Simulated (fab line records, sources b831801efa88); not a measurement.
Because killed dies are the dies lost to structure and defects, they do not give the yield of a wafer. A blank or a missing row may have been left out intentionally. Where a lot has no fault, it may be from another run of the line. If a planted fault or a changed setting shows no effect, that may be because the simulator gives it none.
fab line records | flow sky130
record: lots: 12 wafers: 36 lastDay: 52
route steps=708 shown LDD_HVP@285 SPACER@305 POLY_CUT@319 RES_XHIGH@334 PAD_OPEN@708
lots with no fault: from the same line, run without faults
startH: the number of hours between the record's first day and the start of the first shown wafer of the lot | waitH: hours since the lot's step before | " identical to the entry in the row above | L1.1+2: one row covering several wafers at once | - either no value or no given start | * or withheld: withheld | < > ~ a bound
route shown NAME@n: names a module that has steps shown in the file, with the first one's number in the route | usual: average and standard deviation across the fault-free wafers | same: alike in all rows | chamber/n: place in a boat | sites: per-site readings | _std_site: how widely they spread, as a standard deviation | _edge_site: inner sites' mean taken away from outer sites' mean | radiusMm: for every site, how far away it sits from the centre of the wafer | mask NAME#n: copy n | behind: the last tool/chamber to shape the wafer | hold: what put the lot on hold/how long, in hours/how the hold closed | device: the n, p or np transistor that did not switch | end of line: the route-end tests of the same wafers | a step given without rows: its recipe and nothing more | killed: the dies lost at the first sort to structure and to defects; this is not the yield of the wafer | map: dies across one wafer; x = killed, . = not, _ = none there
set.NAME: the setting the step ran with; set.NAME@STEP: the setting that earlier step ran with | model.NAME: the simulator's own value behind a step, which no gauge read
steps of the route over a sample of lots; a table a step, a row a wafer
services: from which hour (startH, from the record's first day; less than 0 if before it) a tool's chamber was out of use, for how many hours, and why
== steps ==
step: SKY_LDD_HVP_OVL_MEAS_07
usual: LDD_HVP_OVL: -0.6/1.5
columns lot.wafer tool chamber startH waitH LDD_HVP_OVL[nm]
L398.1 overlay-02 - 425.51 0.1 -2.9
L398.3 " - " " -1.5
L398.6 " - " " -0.1
L400.1 overlay-01 - 446.79 0.1 -1.2
L400.3 " - " " 0.0
L400.4 " - " " -2.1
L403.1 overlay-02 - 470.96 0.1 1.4
L403.2 " - " " 0.4
L403.6 " - " " 0.4
L404.2 overlay-02 - 486.26 0.1 -0.5
L404.4 " - " " -0.2
L404.6 " - " " -2.4
L408.1 overlay-02 - 507.71 0.1 0.1
L408.2 " - " " -0.5
L408.4 " - " " 0.1
L409.2 overlay-01 - 517.06 0.1 -1.4
L409.4 " - " " 0.2
L409.5 " - " " -0.6
L410.1 overlay-02 - 521.71 0.1 -1.3
L410.3 " - " " 0.6
L410.4 " - " " -1.8
L412.1 overlay-01 - 535.86 0.1 -2.2
L412.2 " - " " -2.0
L412.5 " - " " -4.1
L417.2 overlay-02 - 761.36 0.1 -0.2
L417.3 " - " " 0.4
L417.4 " - " " -0.8
L415.2 overlay-02 - 763.62 0.1 -0.5
L415.4 " - " " -1.4
L415.6 " - " " 1.0
L416.2 overlay-01 - 765.24 0.1 1.3
L416.4 " - " " 2.3
L416.6 " - " " 0.5
L420.2 overlay-01 - 767.11 0.1 1.3
L420.3 " - " " -0.4
L420.5 " - " " 2.2
step: SKY_SPACER_THK_MEAS_01
recipe: reads: Si3N4_of_SPACER_CVD_00
usual: SPACER_CVD_00_THK: 43.2/0.38
columns lot.wafer tool chamber startH waitH SPACER_CVD_00_THK[nm]
L398.1 filmMetro-02 - 472.43 0.1 43.6
L398.3 " - " " 43.5
L398.6 " - " " 43.7
L400.1 filmMetro-03 - 477.79 0.0 43.3
L400.3 " - " " 43.1
L400.4 " - " " 43.6
L403.1 filmMetro-01 - 503.49 0.0 43.3
L403.2 " - " " 43.4
L403.6 " - " " 43.3
L404.2 filmMetro-03 - 519.10 0.0 43.9
L404.4 " - " " 44.0
L404.6 " - " " 44.2
L408.1 filmMetro-03 - 537.59 0.0 43.4
L408.2 " - " " 43.0
L408.4 " - " " 43.3
L409.2 filmMetro-03 - 547.65 0.0 42.9
L409.4 " - " " 43.3
L409.5 " - " " 43.3
L410.1 filmMetro-03 - 554.03 0.0 43.7
L410.3 " - " " 43.2
L410.4 " - " " 43.3
L412.1 filmMetro-01 - 567.49 0.0 42.8
L412.2 " - " " 42.9
L412.5 " - " " 42.9
L417.2 filmMetro-02 - 788.44 0.0 43.0
L417.3 " - " " 42.7
L417.4 " - " " 42.8
L415.2 filmMetro-01 - 792.36 0.0 43.1
L415.4 " - " " 43.2
L415.6 " - " " 43.1
L416.2 filmMetro-02 - 794.94 0.0 43.4
L416.4 " - " " 43.5
L416.6 " - " " 43.3
L420.2 filmMetro-01 - 797.35 0.0 43.3
L420.3 " - " " 43.5
L420.5 " - " " 42.8
step: SKY_POLY_CUT_STRIP_12
recipe: chemistry: O2/N2 powerW: 1400 pressureMtorr: 1500 platenTempC: withheld o2FlowSccm: 3000 n2FlowSccm: 300 overashFraction: 0.5
usual: drypumpMotorCurrentA: 5.92/0.26 oesProductAu: 0.452/0.0045 stripTimeToEndpointS: 5.359/0.016
columns lot.wafer tool chamber startH waitH drypumpMotorCurrentA oesProductAu rfHoursCounterH stripTimeToEndpointS
L398.1 plasmaAsher-01 1 503.45 0.0 6.07 0.461 39 5.352
L398.3 " 1 " " 6.05 0.448 - 5.335
L398.6 " 1 " " 6.03 0.450 - 5.345
L400.1 plasmaAsher-01 1 507.17 0.0 6.03 0.460 39 5.379
L400.3 " 0 " " 5.24 0.453 - 5.366
L400.4 " 1 " " 6.06 0.444 - 5.362
L403.1 plasmaAsher-03 1 533.32 0.0 6.16 0.454 69 5.348
L403.2 " 0 " " 5.83 0.449 69 5.353
L403.6 " 1 " " 6.15 0.448 - 5.346
L404.2 plasmaAsher-03 0 548.15 0.0 5.84 0.456 70 5.377
L404.4 " 1 " " 6.17 0.453 - 5.376
L404.6 " 1 " " 6.15 0.453 - 5.383
L408.1 plasmaAsher-03 0 567.07 0.0 5.84 0.459 72 5.352
L408.2 " 1 " " 6.18 0.446 72 5.356
L408.4 " 1 " " 6.17 0.446 - 5.343
L409.2 plasmaAsher-03 1 576.65 0.0 6.14 0.451 73 5.356
L409.4 " 0 " " 5.83 0.451 - 5.379
L409.5 " 0 " " 5.83 0.456 - 5.362
L410.1 plasmaAsher-03 1 582.72 0.0 6.12 0.455 74 5.374
L410.3 " 1 " " 6.15 0.454 - 5.352
L410.4 " 0 " " 5.83 0.453 - 5.368
L412.1 plasmaAsher-03 0 596.17 0.0 5.83 0.449 76 5.339
L412.2 " 1 " " 6.15 0.461 76 5.367
L412.5 " 0 " " 5.83 0.453 - 5.353
L417.2 plasmaAsher-03 1 816.38 0.0 6.15 0.453 98 5.340
L417.3 " 1 " " 6.15 0.451 - 5.384
L417.4 " 0 " " 5.84 0.445 - 5.358
L415.2 plasmaAsher-03 0 819.72 0.0 5.83 0.438 99 5.348
L415.4 " 0 " " 5.84 0.453 - 5.328
L415.6 " 1 " " 6.18 0.451 - 5.341
L416.2 plasmaAsher-03 1 821.17 0.0 6.16 0.447 99 5.360
L416.4 " 1 " " 6.17 0.450 - 5.369
L416.6 " 1 " " 6.14 0.455 - 5.373
L420.2 plasmaAsher-02 1 824.52 0.0 6.00 0.456 39 5.395
L420.3 " 1 " " 6.01 0.447 - 5.368
L420.5 " 1 " " 6.01 0.449 - 5.361
step: SKY_RES_XHIGH_COAT_02
recipe: resist: NOVOLAK spinRpm: 3000 resistThkNm: 1140
usual: spinSpeedRpm: 2999.9/1.7
columns lot.wafer tool chamber startH waitH spinSpeedRpm
L398.1 lithoTrack-04 0 546.81 0.1 3002.2
L398.3 " 0 " " 3001.0
L398.6 " 0 " " 3001.3
L400.1 lithoTrack-01 0 550.06 0.1 2998.9
L400.3 " 0 " " 2999.7
L400.4 " 0 " " 3000.5
L403.1 lithoTrack-04 0 576.21 0.1 3002.5
L403.2 " 0 " " 3001.4
L403.6 " 0 " " 3001.4
L404.2 lithoTrack-04 0 590.68 0.1 3000.1
L404.4 " 0 " " 2997.3
L404.6 " 0 " " 2998.8
L408.1 lithoTrack-04 0 609.66 0.1 3078.4
L408.2 " 0 " " 3080.4
L408.4 " 0 " " 3081.3
L409.2 lithoTrack-01 0 618.24 0.1 3000.0
L409.4 " 0 " " 3000.4
L409.5 " 0 " " 3001.9
L410.1 lithoTrack-04 0 626.31 0.1 3078.0
L410.3 " 0 " " 3078.9
L410.4 " 0 " " 3082.0
L412.1 lithoTrack-03 0 640.59 0.1 3000.8
L412.2 " 0 " " 3001.6
L412.5 " 0 " " 2999.6
L417.2 lithoTrack-04 0 855.98 0.1 3001.0
L417.3 " 0 " " 2999.0
L417.4 " 0 " " 2999.2
L415.2 lithoTrack-04 0 859.18 0.1 3002.2
L415.4 " 0 " " 3003.1
L415.6 " 0 " " 3001.8
L416.2 lithoTrack-03 0 861.21 0.1 3001.2
L416.4 " 0 " " 3003.7
L416.6 " 0 " " 3001.7
L420.2 lithoTrack-03 0 864.86 0.1 3001.2
L420.3 " 0 " " 2997.5
L420.5 " 0 " " 3000.1
step: SKY_RES_XHIGH_STRIP_08
recipe: chemistry: O2/N2 powerW: 1400 pressureMtorr: 1500 platenTempC: withheld o2FlowSccm: 3000 n2FlowSccm: 300 overashFraction: 0.5
usual: drypumpMotorCurrentA: 5.91/0.18 oesProductAu: 0.710/0.0043 stripTimeToEndpointS: 14.28/0.038
columns lot.wafer tool chamber startH waitH drypumpMotorCurrentA oesProductAu rfHoursCounterH stripTimeToEndpointS
L398.1 plasmaAsher-02 1 562.21 0.1 5.95 0.713 12 14.30
L398.3 " 0 " " 5.98 0.712 - 14.32
L398.6 " 1 " " 5.98 0.710 - 14.37
L400.1 plasmaAsher-02 1 564.91 0.1 5.94 0.712 13 14.31
L400.3 " 1 " " 5.96 0.708 - 14.31
L400.4 " 0 " " 5.98 0.715 - 14.33
L403.1 plasmaAsher-04 1 590.26 0.1 5.88 0.714 92 14.37
L403.2 " 0 " " 5.55 0.723 92 14.28
L403.6 " 1 " " 5.88 0.707 - 14.35
L404.2 plasmaAsher-04 1 603.96 0.1 5.89 0.708 94 14.28
L404.4 " 0 " " 5.54 0.701 - 14.30
L404.6 " 1 " " 5.89 0.706 - 14.28
L408.1 plasmaAsher-04 1 625.09 0.1 5.91 0.706 97 14.05
L408.2 " 0 " " 5.56 0.707 97 14.07
L408.4 " 0 " " 5.57 0.712 - 14.05
L409.2 plasmaAsher-03 1 632.76 0.1 6.18 0.716 80 14.26
L409.4 " 0 " " 5.86 0.713 - 14.33
L409.5 " 0 " " 5.83 0.707 - 14.31
L410.1 plasmaAsher-02 1 640.76 0.1 5.95 0.708 22 14.12
L410.3 " 1 " " 5.98 0.702 - 14.10
L410.4 " 0 " " 5.95 0.710 - 14.12
L412.1 plasmaAsher-03 0 656.21 0.1 5.83 0.711 83 14.34
L412.2 " 1 " " 6.16 0.711 83 14.26
L412.5 " 1 " " 6.16 0.710 - 14.29
L417.2 plasmaAsher-03 0 869.11 0.1 5.83 0.714 104 14.30
L417.3 " 1 " " 6.15 0.709 - 14.25
L417.4 " 0 " " 5.82 0.707 - 14.30
L415.2 plasmaAsher-02 0 873.51 0.1 5.97 0.709 44 14.32
L415.4 " 0 " " 5.95 0.705 - 14.27
L415.6 " 0 " " 5.95 0.715 - 14.29
L416.2 plasmaAsher-03 1 875.16 0.1 6.14 0.712 104 14.20
L416.4 " 1 " " 6.16 0.707 - 14.25
L416.6 " 0 " " 5.83 0.719 - 14.22
L420.2 plasmaAsher-02 1 878.41 0.1 5.96 0.713 44 14.24
L420.3 " 1 " " 5.96 0.710 - 14.22
L420.5 " 0 " " 5.96 0.710 - 14.27
step: SKY_PAD_OPEN_PROBE_99
usual: killed_at_M0_to_M3: 43/7 killed_at_M4_up: 2.7/1.6 killedAtContacts: 24/5.3 killedAtFrontEnd: 16/4.6 killedAtOther: 0.3/0.53 killedDies: 86/9.3 killedOpen: 47/6.9 killedShort: 38/6.1
same: grossDies: 492 killedAtBackSide: 0
columns lot.wafer tool chamber startH waitH killed_at_M0_to_M3 killed_at_M4_up killedAtContacts killedAtFrontEnd killedAtOther killedDies killedOpen killedShort
L398.1 prober-01 - 1040.51 0.1 35 7 24 27 0 93 46 46
L398.3 prober-01 - 1040.61 0.2 40 0 24 22 0 86 39 46
L398.6 prober-01 - 1040.76 0.2 46 3 20 11 0 80 40 40
L400.1 prober-02 - 1042.92 0.1 54 0 19 11 1 85 43 42
L400.3 prober-02 - 1043.02 0.2 51 5 24 11 0 91 47 42
L400.4 prober-02 - 1043.07 0.2 35 4 30 10 0 79 44 35
L403.1 prober-02 - 1057.71 0.1 41 5 30 11 0 87 42 45
L403.2 prober-02 - 1057.76 0.1 49 2 21 11 2 85 44 41
L403.6 prober-02 - 1057.96 0.2 43 1 14 14 0 72 47 25
L404.2 prober-02 - 1069.56 0.1 29 1 14 14 0 58 33 25
L404.4 prober-02 - 1069.66 0.2 31 3 15 12 0 61 37 24
L404.6 prober-02 - 1069.76 0.2 37 3 19 11 0 70 35 35
L408.1 prober-02 - 1083.26 0.1 52 1 27 24 0 104 62 42
L408.2 prober-02 - 1083.31 0.1 53 1 18 17 0 89 55 34
L408.4 prober-02 - 1083.41 0.2 37 2 18 19 1 77 37 40
L409.2 prober-01 - 1090.36 0.1 32 1 23 12 0 68 40 28
L409.4 prober-01 - 1090.46 0.2 34 3 33 15 0 85 50 35
L409.5 prober-01 - 1090.51 0.2 36 3 27 16 0 82 42 40
L410.1 prober-02 - 1097.70 0.1 42 4 10 20 0 76 38 38
L410.3 prober-02 - 1097.80 0.2 49 5 20 15 0 89 49 40
L410.4 prober-02 - 1097.85 0.2 40 4 18 14 1 77 42 35
L412.1 prober-02 - 1103.86 0.1 40 2 25 14 0 81 45 36
L412.2 prober-02 - 1103.91 0.1 41 2 24 20 0 87 45 42
L412.5 prober-02 - 1104.06 0.2 45 2 27 9 1 84 47 37
L417.2 prober-01 - 1239.06 0.1 44 2 32 26 1 105 53 50
L417.3 prober-01 - 1239.11 0.2 48 4 30 17 1 100 55 43
L417.4 prober-01 - 1239.16 0.2 44 4 21 20 1 90 56 33
L415.2 prober-02 - 1240.67 0.1 43 3 24 15 0 85 58 27
L415.4 prober-02 - 1240.77 0.2 46 2 25 16 0 89 52 37
L415.6 prober-02 - 1240.87 0.2 41 3 24 20 1 89 50 39
L416.2 prober-02 - 1241.31 0.1 41 2 19 13 0 75 45 30
L416.4 prober-02 - 1241.41 0.2 39 1 30 13 1 84 47 34
L416.6 prober-02 - 1241.51 0.2 48 1 19 17 2 87 47 38
L420.2 prober-02 - 1243.11 0.4 44 7 29 20 1 101 49 52
L420.3 prober-02 - 1243.16 0.5 50 1 25 18 0 94 51 43
L420.5 prober-02 - 1243.26 0.5 31 1 33 18 0 83 44 39
killed by level:class
L398.1 LI_CONTACT:geometricParticle:open=8 POLY_GATE:geometricParticle:short=7 FIELD_ISO:geometricParticle:short=6 POLY_GATE:geometricParticle:open=6 VIA3:geometricParticle:open=6 VIA2:geometricParticle:open=5 LOCAL_INTERCONNECT:geometricParticle:short=5 METAL4:geometricParticle:short=5
L398.3 METAL2:geometricParticle:short=10 VIA1:geometricParticle:open=9 FIELD_ISO:geometricParticle:short=8 CONTACT:geometricParticle:open=8 LI_CONTACT:geometricParticle:open=6 LOCAL_INTERCONNECT:geometricParticle:short=6 VIA3:geometricParticle:open=5 VIA2:geometricParticle:short=5
L398.6 METAL2:geometricParticle:short=10 POLY_GATE:geometricParticle:open=7 VIA1:geometricParticle:open=6 CONTACT:geometricParticle:open=6 VIA3:geometricParticle:open=6 METAL1:geometricParticle:open=5 LI_CONTACT:geometricParticle:short=4 LI_CONTACT:geometricParticle:open=4
L400.1 VIA3:geometricParticle:open=13 VIA1:geometricParticle:open=8 CONTACT:geometricParticle:short=6 METAL1:geometricParticle:short=6 VIA1:geometricParticle:short=6 LI_CONTACT:geometricParticle:open=5 CONTACT:geometricParticle:open=5 POLY_GATE:geometricParticle:short=4
L400.3 VIA1:geometricParticle:open=17 CONTACT:geometricParticle:open=8 VIA1:geometricParticle:short=8 VIA3:geometricParticle:open=7 FIELD_ISO:geometricParticle:short=6 LI_CONTACT:geometricParticle:open=5 LOCAL_INTERCONNECT:geometricParticle:short=4 CONTACT:geometricParticle:short=4
L400.4 VIA1:geometricParticle:open=9 VIA3:geometricParticle:open=9 LI_CONTACT:geometricParticle:open=8 LI_CONTACT:geometricParticle:short=8 CONTACT:geometricParticle:open=7 METAL1:geometricParticle:short=6 VIA1:geometricParticle:short=5 CONTACT:geometricParticle:short=4
L403.1 CONTACT:geometricParticle:short=10 VIA1:geometricParticle:short=8 VIA2:geometricParticle:open=8 VIA3:geometricParticle:open=7 CONTACT:geometricParticle:open=7 LI_CONTACT:geometricParticle:open=6 METAL1:geometricParticle:short=5 METAL2:geometricParticle:short=5
L403.2 LI_CONTACT:geometricParticle:open=10 VIA3:geometricParticle:open=9 VIA1:geometricParticle:open=7 VIA2:geometricParticle:open=6 VIA3:geometricParticle:short=6 CONTACT:geometricParticle:open=5 METAL1:geometricParticle:short=5 VIA1:geometricParticle:short=5
L403.6 VIA1:geometricParticle:open=13 VIA1:geometricParticle:short=8 LI_CONTACT:geometricParticle:open=7 VIA3:geometricParticle:open=7 FIELD_ISO:geometricParticle:open=5 POLY_GATE:geometricParticle:open=4 CONTACT:geometricParticle:open=4 VIA2:geometricParticle:open=4
L404.2 VIA1:geometricParticle:open=10 FIELD_ISO:geometricParticle:short=7 VIA2:geometricParticle:open=6 CONTACT:geometricParticle:open=5 POLY_GATE:geometricParticle:short=4 VIA1:geometricParticle:short=4 VIA3:geometricParticle:open=4 CONTACT:geometricParticle:short=3
L404.4 CONTACT:geometricParticle:open=7 VIA1:geometricParticle:open=7 VIA3:geometricParticle:open=7 LI_CONTACT:geometricParticle:open=5 METAL2:geometricParticle:short=5 VIA2:geometricParticle:open=4 FIELD_ISO:geometricParticle:open=3 VIA2:geometricParticle:short=3
L404.6 VIA1:geometricParticle:open=10 METAL2:geometricParticle:short=6 VIA2:geometricParticle:open=6 LI_CONTACT:geometricParticle:short=5 CONTACT:geometricParticle:open=5 POLY_GATE:geometricParticle:short=4 LI_CONTACT:geometricParticle:open=4 FIELD_ISO:geometricParticle:short=3
L408.1 VIA3:geometricParticle:open=10 VIA1:geometricParticle:open=10 LI_CONTACT:geometricParticle:open=8 CONTACT:geometricParticle:open=8 METAL2:geometricParticle:short=7 VIA2:geometricParticle:open=7 VIA1:geometricParticle:short=6 POLY_GATE:geometricParticle:short=5
L408.2 VIA1:geometricParticle:open=12 LI_CONTACT:geometricParticle:open=9 VIA3:geometricParticle:open=8 METAL1:geometricParticle:short=7 CONTACT:geometricParticle:open=5 VIA2:geometricParticle:open=5 POLY_GATE:geometricParticle:short=4 POLY_GATE:geometricParticle:open=4
L408.4 VIA1:geometricParticle:open=10 FIELD_ISO:geometricParticle:short=7 CONTACT:geometricParticle:short=7 CONTACT:geometricParticle:open=5 VIA3:geometricParticle:open=5 POLY_GATE:geometricParticle:open=4 LOCAL_INTERCONNECT:geometricParticle:short=4 VIA2:geometricParticle:open=4
L409.2 LI_CONTACT:geometricParticle:open=8 CONTACT:geometricParticle:open=7 METAL1:geometricParticle:short=7 FIELD_ISO:geometricParticle:open=5 VIA1:geometricParticle:open=5 VIA3:geometricParticle:open=5 POLY_GATE:geometricParticle:short=4 LOCAL_INTERCONNECT:geometricParticle:short=4
L409.4 CONTACT:geometricParticle:open=12 LI_CONTACT:geometricParticle:open=11 METAL1:geometricParticle:short=6 VIA3:geometricParticle:open=6 FIELD_ISO:geometricParticle:short=5 POLY_GATE:geometricParticle:short=4 VIA2:geometricParticle:open=4 CONTACT:geometricParticle:short=4
L409.5 CONTACT:geometricParticle:short=9 CONTACT:geometricParticle:open=9 VIA1:geometricParticle:open=8 METAL2:geometricParticle:short=5 POLY_GATE:geometricParticle:short=4 POLY_GATE:geometricParticle:open=4 SPACER:geometricParticle:open=4 METAL1:geometricParticle:open=4
L410.1 FIELD_ISO:geometricParticle:short=8 METAL1:geometricParticle:short=8 VIA3:geometricParticle:open=8 VIA1:geometricParticle:open=8 VIA2:geometricParticle:open=7 POLY_GATE:geometricParticle:short=4 POLY_GATE:geometricParticle:open=4 LI_CONTACT:geometricParticle:open=4
L410.3 VIA1:geometricParticle:open=12 VIA3:geometricParticle:open=11 CONTACT:geometricParticle:open=7 FIELD_ISO:geometricParticle:short=6 VIA2:geometricParticle:open=6 FIELD_ISO:geometricParticle:open=5 CONTACT:geometricParticle:short=5 METAL1:geometricParticle:short=5
L410.4 VIA1:geometricParticle:open=11 VIA3:geometricParticle:open=7 LI_CONTACT:geometricParticle:open=5 CONTACT:geometricParticle:open=5 VIA1:geometricParticle:short=5 VIA2:geometricParticle:open=5 FIELD_ISO:geometricParticle:short=4 POLY_GATE:geometricParticle:open=4
L412.1 CONTACT:geometricParticle:open=11 LI_CONTACT:geometricParticle:open=7 VIA1:geometricParticle:open=7 METAL2:geometricParticle:short=7 VIA2:geometricParticle:open=7 VIA3:geometricParticle:open=6 POLY_GATE:geometricParticle:short=5 VIA3:geometricParticle:short=4
L412.2 VIA1:geometricParticle:open=12 FIELD_ISO:geometricParticle:short=6 POLY_GATE:geometricParticle:short=6 LI_CONTACT:geometricParticle:open=6 METAL2:geometricParticle:short=6 VIA3:geometricParticle:open=6 CONTACT:geometricParticle:short=5 CONTACT:geometricParticle:open=5
L412.5 CONTACT:geometricParticle:open=9 VIA1:geometricParticle:open=9 VIA2:geometricParticle:open=6 LOCAL_INTERCONNECT:geometricParticle:short=6 METAL1:geometricParticle:short=6 LI_CONTACT:geometricParticle:open=5 FIELD_ISO:geometricParticle:open=4 CONTACT:geometricParticle:short=4
L417.2 VIA1:geometricParticle:open=12 CONTACT:geometricParticle:open=9 LI_CONTACT:geometricParticle:open=9 VIA1:geometricParticle:short=9 FIELD_ISO:geometricParticle:short=6 POLY_GATE:geometricParticle:open=6 LOCAL_INTERCONNECT:geometricParticle:short=6 POLY_GATE:geometricParticle:short=5
L417.3 CONTACT:geometricParticle:open=16 METAL1:geometricParticle:short=10 VIA3:geometricParticle:open=10 VIA1:geometricParticle:open=8 LI_CONTACT:geometricParticle:open=6 POLY_GATE:geometricParticle:short=5 VIA3:geometricParticle:short=5 POLY_GATE:geometricParticle:open=4
L417.4 VIA1:geometricParticle:open=13 LI_CONTACT:geometricParticle:open=9 VIA2:geometricParticle:open=8 FIELD_ISO:geometricParticle:open=7 CONTACT:geometricParticle:open=7 FIELD_ISO:geometricParticle:short=4 POLY_GATE:geometricParticle:open=4 LI_CONTACT:geometricParticle:short=4
L415.2 VIA1:geometricParticle:open=22 LI_CONTACT:geometricParticle:open=10 CONTACT:geometricParticle:open=9 FIELD_ISO:geometricParticle:short=6 FIELD_ISO:geometricParticle:open=5 VIA3:geometricParticle:open=5 METAL2:geometricParticle:short=4 LOCAL_INTERCONNECT:geometricParticle:short=3
L415.4 VIA1:geometricParticle:open=14 LI_CONTACT:geometricParticle:open=8 VIA3:geometricParticle:open=8 CONTACT:geometricParticle:open=7 METAL2:geometricParticle:short=6 LI_CONTACT:geometricParticle:short=5 FIELD_ISO:geometricParticle:open=4 POLY_GATE:geometricParticle:short=4
L415.6 VIA1:geometricParticle:open=9 FIELD_ISO:geometricParticle:open=7 LI_CONTACT:geometricParticle:open=7 METAL1:geometricParticle:short=7 VIA2:geometricParticle:open=5 LOCAL_INTERCONNECT:geometricParticle:short=5 CONTACT:geometricParticle:open=5 POLY_GATE:geometricParticle:short=4
L416.2 VIA1:geometricParticle:open=10 VIA3:geometricParticle:open=7 LI_CONTACT:geometricParticle:open=6 CONTACT:geometricParticle:open=6 METAL1:geometricParticle:short=6 FIELD_ISO:geometricParticle:open=5 VIA2:geometricParticle:open=5 FIELD_ISO:geometricParticle:short=3
L416.4 LI_CONTACT:geometricParticle:open=16 VIA3:geometricParticle:open=13 VIA1:geometricParticle:open=6 CONTACT:geometricParticle:open=4 LI_CONTACT:geometricParticle:short=4 LOCAL_INTERCONNECT:geometricParticle:short=4 POLY_CUT:geometricParticle:short=3 VIA2:geometricParticle:short=3
L416.6 VIA3:geometricParticle:open=17 VIA1:geometricParticle:open=8 CONTACT:geometricParticle:open=7 VIA1:geometricParticle:short=6 METAL1:geometricParticle:short=5 FIELD_ISO:geometricParticle:short=4 FIELD_ISO:geometricParticle:open=4 LI_CONTACT:geometricParticle:open=4
L420.2 LI_CONTACT:geometricParticle:open=10 METAL1:geometricParticle:short=8 POLY_GATE:geometricParticle:open=7 CONTACT:geometricParticle:open=7 VIA2:geometricParticle:open=7 FIELD_ISO:geometricParticle:short=6 LOCAL_INTERCONNECT:geometricParticle:short=6 CONTACT:geometricParticle:short=5
L420.3 VIA2:geometricParticle:open=12 VIA1:geometricParticle:open=10 LI_CONTACT:geometricParticle:open=9 METAL2:geometricParticle:short=9 POLY_GATE:geometricParticle:short=5 CONTACT:geometricParticle:open=5 FIELD_ISO:geometricParticle:open=4 POLY_GATE:geometricParticle:open=4
L420.5 CONTACT:geometricParticle:open=11 LI_CONTACT:geometricParticle:open=9 METAL1:geometricParticle:short=7 VIA1:geometricParticle:open=6 FIELD_ISO:geometricParticle:short=5 LI_CONTACT:geometricParticle:short=5 FIELD_ISO:geometricParticle:open=4 METAL2:geometricParticle:short=4
== services ==
columns tool chamber startH hours kind
plasmaAsher-03 - 507.32 0.9 repair
plasmaAsher-02 - 540.70 2.6 repair
plasmaAsher-01 - 570.89 39.0 repair
plasmaAsher-03 - 597.09 0.7 repair
plasmaAsher-01 - 617.08 28.1 pm
lithoTrack-04 - 657.44 - consumableReplace:filter
plasmaAsher-03 - 681.86 2.8 pm
plasmaAsher-02 - 730.37 2.8 pm
plasmaAsher-04 - 733.75 9.0 pm
plasmaAsher-04 0 733.75 9.0 ventCycle
plasmaAsher-04 1 733.75 9.0 ventCycle
plasmaAsher-04 0 742.75 - clean
plasmaAsher-04 1 742.75 - clean
lithoTrack-01 - 785.16 - consumableReplace:filter
plasmaAsher-01 - 870.36 0.9 repair
== key ==
firstSign: step: SKY_RES_XHIGH_COAT_02 reading: spinSpeedRpm direction: up sigmas: 47 usual: 2999.9 struck: 3079.8
effect: step: SKY_RES_XHIGH_STRIP_08 reading: stripTimeToEndpointS direction: down sigmas: 5 usual: * struck: *
metAt SKY_RES_XHIGH_COAT_02
struckLots L408,L410
testerLeftOut L408,L410
notActingAt SKY_LDD_HVP_OVL_MEAS_07,SKY_SPACER_THK_MEAS_01,SKY_POLY_CUT_STRIP_12
onsetBetween 590.68 609.66
fault: kind: processParameterDrift tool: lithoTrack-04 chamber: - onsetH: 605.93 steps: SKY_RES_XHIGH_COAT_02 channel: spinRpm offset: 79.343 shape: step endH: 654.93 actsIn: theseRecipesOnly stated: 3000
testerLeftOut: of these lots the tester's yield and bins aren't shown, on N5 and GAA mostly nor the transistor test; their killed dies are dies lost to structure and defects alone, not to doping, threshold or leakage, so they don't give the yield
